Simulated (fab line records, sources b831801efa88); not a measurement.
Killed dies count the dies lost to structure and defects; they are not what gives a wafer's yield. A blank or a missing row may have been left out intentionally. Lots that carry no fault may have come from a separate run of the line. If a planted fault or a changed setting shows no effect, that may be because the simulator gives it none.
A struck lot beside a sound one | flow sky130 | 15 out of 708 route steps
Sound: these wafers, L246.2, L246.3, L246.5. Wafers struck: L237.2, L237.4, L237.5. At the end, the cause is stated.
Each step with rows lists, per side, the tool, then ch with its chambers, then its first start. Under that, the readings that differ: sound wafers | struck wafers | difference of the means | sigmas: that difference in standard deviations of wafers without a fault.
alike: readings with means less than 2 such deviations apart, plus words and numbers identical on both sides. not compared: withheld readings, readings lacking a value on some wafer, bounds such as >300 that could conceal the same value, and numbers that have no deviation in the record and whose values overlap.
Wherever a step has rows on one side only, a row that says differs or no value, or a row with sigmas, the two part there. When numbers do not overlap yet have no deviation, they are printed without sigmas and do not part them. A reading missing from all wafers of one side parts the sides only when that side holds two or more wafers.

first, 4 steps without rows for these wafers: SKY_LDD_N_SOFTBAKE_03 (time 60 s); SKY_LDD_N_EXPOSE_04 (exposes mask NTM, target cd 840 nm); SKY_LDD_N_PEB_05; SKY_LDD_N_DEVELOP_06 (develop time 60 s).
SKY_LDD_N_OVL_MEAS_07:
  sound: overlay-01 at day 24 22:21; struck: overlay-01 at day 22 04:21
  alike: LDD_N_OVL
then, 7 steps without rows for these wafers: SKY_LDD_N_IMPLANT_08; SKY_LDD_N_IMPLANT_09; SKY_LDD_N_IMPLANT_10; SKY_LDD_N_IMPLANT_11; SKY_LDD_N_IMPLANT_12; SKY_LDD_N_IMPLANT_13; SKY_LDD_N_IMPLANT_14.
SKY_LDD_N_IMPLANT_15:
  sound on implanter-03 ch 0, day 24 23:27; struck on implanter-01 ch 0, day 22 05:27
  reading            | sound            | struck            | difference | sigmas
  beam on s (s)      | 10.18 10.46 9.79 | 14.43 13.98 14.07 | +4.02      | +21
  faraday current uA | 27.7 27.0 28.8   | 19.6 20.1 20.1    | -7.9       | -15
  alike: dose ions cm2, tilt deg
SKY_LDD_N_STRIP_16: strips in O2/N2.
  sound on plasma asher-04 ch 0,1, day 24 23:35; struck on plasma asher-02 ch 0, day 22 05:35
  alike: drypump motor current A, o2 flow sccm, oes product au, strip time to endpoint s
  not compared: rf hours counter h
-- here the record skips 26 days between the struck wafers' starts before and after, leaving off in module LDD_N and picking up in module PAD_OPEN (first step shown: number 708 of the route) --
SKY_PAD_OPEN_PROBE_99:
  sound: prober-01 at day 50 05:51; struck: prober-02 at day 48 17:34
  reading                                   | sound                | struck               | difference | sigmas
  model.etest.nfet_01v8_turned.vt sat v (V) | 0.6547 0.6531 0.6582 | 0.6752 0.6783 0.6691 | +0.0189    |
  model.etest.nfet_01v8_turned.vt v (V)     | 0.7028 0.7011 0.7045 | 0.7117 0.7187 0.7065 | +0.0095    |
  alike: killed_at_M0_to_M3, killed_at_M4_up, killed at contacts, killed at front end, killed at other, killed dies, killed open, killed short

## WHERE THEY PART
Within this record, at SKY_LDD_N_IMPLANT_15 only. Later steps at which nothing parts them and some readings are alike: SKY_LDD_N_STRIP_16, SKY_PAD_OPEN_PROBE_99.

WHY: what had been put in by the simulator
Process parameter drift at SKY_LDD_N_IMPLANT_15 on implanter-01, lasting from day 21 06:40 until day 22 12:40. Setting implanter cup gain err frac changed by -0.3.
